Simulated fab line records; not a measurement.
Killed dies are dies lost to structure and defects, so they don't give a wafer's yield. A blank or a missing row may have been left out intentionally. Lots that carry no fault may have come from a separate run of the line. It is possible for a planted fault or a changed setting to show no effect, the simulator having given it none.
The same fault as seen by 2 desks ; flow sfq-line ; what lay behind the numbers comes last; until then each desk has only its own

== FROM THE METROLOGY DESK ==
What the gauges read, lot by lot, whatever tool the lot ran on: means of the sampled wafers that have a number. Marked OUT: a lot whose mean sits more than 4 standard deviations from the usual mean, which makes it out of limits; the brackets give that distance.
Columns: A = M0_NB_RS at SFQ_M0_RS_MEAS_904, usual 0.885 ohm/sq
lot;first seen here;A
L643;day 7 18:14;0.886
L644;day 8 02:35;0.889
L645;day 8 13:23;0.879
L647;day 9 07:45;0.893
L648;day 9 16:10;0.887
L649;day 10 01:46;0.891
L650;day 10 11:23;0.882
L657;day 12 05:23;0.658 (-25) OUT
L658;day 12 13:48;0.768 (-13) OUT
L659;day 12 19:04;0.653 (-25) OUT
L660;day 12 20:15;0.886
L661;day 13 06:09;0.889
L662;day 13 16:40;0.897
L664;day 15 01:35;0.890
L666;day 15 16:00;0.869
This desk's finding: out of limits on L657, L658, L659; first on L657, day 12 05:23 (M0_NB_RS at SFQ_M0_RS_MEAS_904). L643, L644, L645, L647, L648, L649, L650, L660, L661, L662, L664, L666 stayed within limits.

== AT THE TOOL OWNER'S DESK: pvd-sputter-03 ==
The tool's own readings at SFQ_TRILAYER_M0_DEP_SPUTTER_019 (material Nb, target thk 200 nm, time 133.3 s): means of the sampled wafers that have a number, for each lot that ran on this tool. Marked OUT: a lot whose mean sits more than 4 standard deviations from the usual mean, which makes it out of limits; the brackets give that distance.
Columns: A = resputter-cathode-voltage-v at SFQ_TRILAYER_M0_DEP_SPUTTER_019, usual 400 V; B = throttle-valve-pct at SFQ_TRILAYER_M0_DEP_SPUTTER_019, usual 29.9 %
lot;first seen here;A;B
L645;day 8 13:17;400;29.6
L650;day 10 11:17;402;29.8
L657;day 12 05:16;400;30.1
L658;day 12 13:40;405;29.7
L659;day 12 18:58;398;30.2
This desk found nothing out of limits on any of the 5 lots.

== PUT TOGETHER ==
At day 12 05:23 the metrology desk could have sounded an alarm, on L657, L658, L659.
The tool owner's desk saw nothing out of limits.
Tool owner's desk: L657, L658, L659 on record, inside its limits.
Of the lots named, all ran SFQ_TRILAYER_M0_DEP_SPUTTER_019 on pvd-sputter-03.

== WHAT HAD BEEN PUT IN BY THE SIMULATOR ==
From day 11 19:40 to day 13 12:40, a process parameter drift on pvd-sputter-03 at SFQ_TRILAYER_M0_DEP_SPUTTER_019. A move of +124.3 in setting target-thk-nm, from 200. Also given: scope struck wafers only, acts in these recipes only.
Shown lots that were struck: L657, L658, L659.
Hours from the fault's start to each desk's first reading out of limits: the metrology desk, 10.
